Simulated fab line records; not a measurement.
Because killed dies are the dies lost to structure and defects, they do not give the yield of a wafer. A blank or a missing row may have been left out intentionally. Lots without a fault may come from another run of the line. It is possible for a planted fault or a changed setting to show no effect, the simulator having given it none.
Which tool did it? ; flow gf180mcu ; 42 wafers from 14 lots sampled at 4 of the route's 602 steps

## WHAT EACH GAUGE READ, for each wafer
GF_MVPSD_OVL_MEAS_07.
lot;measured;on;MVPSD_OVL (nm)
L424;day 5 02:04;overlay-01;1.2 1.4 0.9
L425;day 5 08:31;overlay-01;-1.0 -0.2 0.4
L426;day 5 11:40;overlay-02;0.8 1.2 0.5
L427;day 5 19:22;overlay-01;-1.8 -2.7 -1.2
L428;day 6 00:25;overlay-02;-0.9 -0.4 -0.3
L429;day 6 07:25;overlay-01;-0.9 -1.4 -1.3
L431;day 6 20:50;overlay-02;-3.8 -3.0 -2.9
L435;day 7 18:53;overlay-02;-1.9 -2.4 -1.0
L437;day 8 05:49;overlay-01;-2.5 -2.9 -2.9
L440;day 8 23:38;overlay-01;-1.2 -2.5 -3.1
L442;day 9 12:09;overlay-02;-3.1 -0.9 -2.9
L444;day 9 22:43;overlay-01;0.5 -1.5 -1.0
L446;day 10 20:27;overlay-01;0.2 0.3 2.2
L447;day 11 00:07;overlay-02;-1.7 -0.1 -0.1

## WHICH TOOL RAN EACH LOT (tool, then ch and the chambers of the sampled wafers, then the start)
lot;GF_STI_STRIP_15;GF_MVSD_COAT_02;GF_MVSD_STRIP_10
L424;plasma asher-01 ch 0,1, day 2 01:40;litho track-02 ch 0, day 4 04:28;plasma asher-02 ch 0,1, day 4 12:03
L425;plasma asher-03 ch 0,1, day 2 06:36;litho track-02 ch 0, day 4 10:21;plasma asher-03 ch 0,1, day 4 17:52
L426;plasma asher-01 ch 0,1, day 2 12:00;litho track-02 ch 0, day 4 14:27;plasma asher-01 ch 1, day 4 21:40
L427;plasma asher-01 ch 0,1, day 2 18:06;litho track-01 ch 0, day 4 21:38;plasma asher-03 ch 0,1, day 5 05:13
L428;plasma asher-02 ch 0, day 2 22:30;litho track-04 ch 0, day 5 01:50;plasma asher-03 ch 0,1, day 5 09:22
L429;plasma asher-01 ch 1, day 3 03:03;litho track-02 ch 0, day 5 08:43;plasma asher-01 ch 0,1, day 5 16:49
L431;plasma asher-03 ch 1, day 3 13:36;litho track-04 ch 0, day 5 22:17;plasma asher-01 ch 0,1, day 6 05:46
L435;plasma asher-03 ch 0,1, day 4 11:53;litho track-02 ch 0, day 6 19:33;plasma asher-02 ch 0, day 7 03:52
L437;plasma asher-03 ch 0,1, day 4 21:17;litho track-02 ch 0, day 7 05:09;plasma asher-02 ch 0,1, day 7 13:10
L440;plasma asher-02 ch 0, day 5 12:06;litho track-01 ch 0, day 7 21:51;plasma asher-01 ch 0,1, day 8 06:14
L442;plasma asher-03 ch 0,1, day 5 22:21;litho track-01 ch 0, day 8 10:32;plasma asher-03 ch 0,1, day 8 19:16
L444;plasma asher-02 ch 0,1, day 6 08:42;litho track-01 ch 0, day 8 20:00;plasma asher-01 ch 0,1, day 9 05:01
L446;plasma asher-01 ch 0,1, day 6 19:30;litho track-01 ch 0, day 9 16:53;plasma asher-03 ch 0,1, day 10 02:34
L447;plasma asher-01 ch 0,1, day 6 23:59;litho track-01 ch 0, day 9 20:58;plasma asher-03 ch 0,1, day 10 06:07
- GF_STI_STRIP_15: strips in O2/N2.
- GF_MVSD_COAT_02: resist thk 3000 nm.
- GF_MVSD_STRIP_10: strips in O2/N2.

## WHAT THE TOOLS THEMSELVES READ (means of the sampled wafers that have a number; where no wafer has one, the mark that the record gives instead)
GF_STI_STRIP_15.
lot;tool;drypump motor current A (A);heater power w (W);oes product au (a.u.);platen temp c (C);strip time to endpoint s (s)
L424;plasma asher-01;6.00;367;0.383;249.99;3.71
L425;plasma asher-03;6.23;365;0.384;249.93;3.71
L426;plasma asher-01;5.90;368;0.382;250.02;3.73
L427;plasma asher-01;5.89;373;0.381;250.00;3.66
L428;plasma asher-02;6.10;334;0.385;250.25;3.76
L429;plasma asher-01;5.77;390;0.382;250.09;3.68
L431;plasma asher-03;6.16;388;0.378;250.20;3.63
L435;plasma asher-03;6.29;352;0.384;250.14;3.70
L437;plasma asher-03;6.27;345;0.381;250.16;3.65
L440;plasma asher-02;6.08;337;0.385;249.83;3.72
L442;plasma asher-03;6.29;343;0.382;250.17;3.69
L444;plasma asher-02;5.90;331;0.385;249.81;3.76
L446;plasma asher-01;5.89;370;0.387;249.93;3.76
L447;plasma asher-01;6.00;365;0.387;250.01;3.73

GF_MVSD_COAT_02.
lot;tool;chill plate temp C (C)
L424;litho track-02;23.00
L425;litho track-02;23.03
L426;litho track-02;23.07
L427;litho track-01;22.94
L428;litho track-04;23.08
L429;litho track-02;23.04
L431;litho track-04;22.93
L435;litho track-02;23.01
L437;litho track-02;23.04
L440;litho track-01;23.08
L442;litho track-01;23.10
L444;litho track-01;22.92
L446;litho track-01;23.04
L447;litho track-01;22.97

GF_MVSD_STRIP_10.
lot;tool;drypump motor current A (A);heater power w (W);oes product au (a.u.);platen temp c (C);strip time to endpoint s (s)
L424;plasma asher-02;5.91;335;0.719;249.97;36.96
L425;plasma asher-03;6.29;346;0.720;249.84;36.94
L426;plasma asher-01;5.78;382;0.724;250.05;36.90
L427;plasma asher-03;6.23;368;0.721;249.97;36.95
L428;plasma asher-03;6.20;365;0.721;250.13;36.92
L429;plasma asher-01;5.89;367;0.718;249.93;36.86
L431;plasma asher-01;6.00;363;0.724;249.95;37.06
L435;plasma asher-02;6.07;340;0.716;250.09;19.00
L437;plasma asher-02;5.89;328;0.712;249.89;19.04
L440;plasma asher-01;6.00;362;0.723;249.99;36.79
L442;plasma asher-03;6.20;365;0.724;250.04;36.96
L444;plasma asher-01;5.89;374;0.723;250.00;36.78
L446;plasma asher-03;6.24;346;0.723;249.85;36.85
L447;plasma asher-03;6.24;366;0.723;250.01;36.84

## THE ANSWER, worked out from the rows above alone
Rule: the usual values come from the lots themselves. The widest of any qualifying gaps counts: lots, ordered by their means at a reading, are off when they make up no more than a third of the lots, leave a main group of 4 or more, and stand apart from it by 3 or more times the standard deviation of that group's means. The tables above print the reading to a certain number of digits; a main group whose means all agree to those digits is not used. Also off: a lot with no number at a reading for which 4 or more lots have one. Where the step has rows for the other lots, those lots are counted as sound. The gauges are gone through in route order, then the tools' own readings, and for those a lot's mean is taken as printed above. The first step at which some lot is off is used, and at that step the reading that is off furthest; a lot without a number counts as furthest.
Off: L435, L437 (GF_MVSD_STRIP_10, strip time to endpoint s). Mean 36.90 s and standard deviation 0.077 in the main group.
A tool fits if, at that step or a process step before it, it ran every lot that is off, and no sound lot after the first of them. Can't be told from this: 2 tools fit, litho track-02 at GF_MVSD_COAT_02, plasma asher-02 at GF_MVSD_STRIP_10.

## WHAT THE SIMULATOR HAD PUT IN
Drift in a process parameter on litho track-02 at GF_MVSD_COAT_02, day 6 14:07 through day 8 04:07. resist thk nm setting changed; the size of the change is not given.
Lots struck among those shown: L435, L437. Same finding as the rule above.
